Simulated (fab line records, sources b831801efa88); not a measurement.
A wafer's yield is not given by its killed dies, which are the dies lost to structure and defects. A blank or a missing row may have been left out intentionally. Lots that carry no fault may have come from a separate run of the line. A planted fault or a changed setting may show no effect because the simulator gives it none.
One fault seen from 2 desks :: flow gf180mcu :: only its own numbers are on each desk; what lay behind them is given at the end

== DESK OF THE TOOL OWNER: pvd-sputter-02 ==
The tool's own readings at GF_M3_SPUTTER_02 (material AlCu, target thk 450 nm, time 23.9 s): means of the sampled wafers that have a number, for each lot that ran on this tool. The brackets show how far a lot's mean lies from the usual mean; more than 4 standard deviations puts the lot out of limits, marked OUT.
Columns: A = chamber-pressure-pa at GF_M3_SPUTTER_02, usual 0.4001 Pa; B = throttle-valve-pct at GF_M3_SPUTTER_02, usual 29.7 %
lot: L962
first seen here: day 21 13:25
A: 0.3995
B: 30.3

lot: L969
first seen here: day 24 08:00
A: 0.3999
B: 30.5

lot: L977
first seen here: day 26 18:01
A: 0.4013
B: 30.0

lot: L979
first seen here: day 27 06:46
A: 0.3993
B: 30.1

lot: L981
first seen here: day 27 22:58
A: 0.4001
B: 30.8
Result from this desk: across the 5 lots, nothing is out of limits.

== FROM THE METROLOGY DESK ==
Means of the sampled wafers that have a number, per lot and without regard to the tool the lot ran on: this is what the gauges read. The brackets show how far a lot's mean lies from the usual mean; more than 4 standard deviations puts the lot out of limits, marked OUT.
Columns: A = cd-nm at GF_M2_CD_MEAS_14, usual 280.1 nm; B = V2_CVD_02_THK at GF_V2_THK_MEAS_03, usual 846 nm; C = M3_ALCU_RS at GF_M3_RS_MEAS_05, usual 0.0696 ohm/sq; D = M3_ALCU_THK at GF_M3_THK_MEAS_06, usual 449 nm
lot: L959
first seen here: day 19 09:23
A: 280.1
B: 852
C: 0.0694
D: 451

lot: L962
first seen here: day 20 10:26
A: 280.8
B: 842
C: 0.0692
D: 454

lot: L969
first seen here: day 23 06:26
A: 279.7
B: 827
C: 0.0790 (+17) OUT
D: 402 (-10) OUT

lot: L974
first seen here: day 24 20:11
A: 281.2
B: 848
C: 0.0700
D: 444

lot: L975
first seen here: day 25 00:59
A: 280.9
B: 851
C: 0.0694
D: 449

lot: L977
first seen here: day 25 17:46
A: 279.1
B: 853
C: 0.0695
D: 449

lot: L979
first seen here: day 26 06:41
A: 279.8
B: 843
C: 0.0691
D: 451

lot: L980
first seen here: day 26 13:54
A: 280.1
B: 835
C: 0.0698
D: 445

lot: L981
first seen here: day 26 23:21
A: 280.2
B: 832
C: 0.0693
D: 453

lot: L982
first seen here: day 27 02:40
A: 279.3
B: 849
C: 0.0702
D: 450
This desk finds L969 out of limits, with the earliest case on L969 at day 24 08:05 (M3_ALCU_RS at GF_M3_RS_MEAS_05). In limits: L959, L962, L974, L975, L977, L979, L980, L981, L982.

== TAKEN TOGETHER ==
An alarm was possible from the metrology desk at day 24 08:05, on L969.
The tool owner's desk saw nothing out of limits.
The tool owner's desk has L969 on record, within its limits.
The lots listed all ran GF_M3_SPUTTER_02 on pvd-sputter-02.

== WHAT THE SIMULATOR HAD INSERTED ==
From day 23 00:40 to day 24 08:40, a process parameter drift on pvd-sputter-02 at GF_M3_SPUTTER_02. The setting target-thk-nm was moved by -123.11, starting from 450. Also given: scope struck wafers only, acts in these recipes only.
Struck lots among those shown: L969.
Hours from the fault's start to each desk's first reading out of limits: the metrology desk, 31.
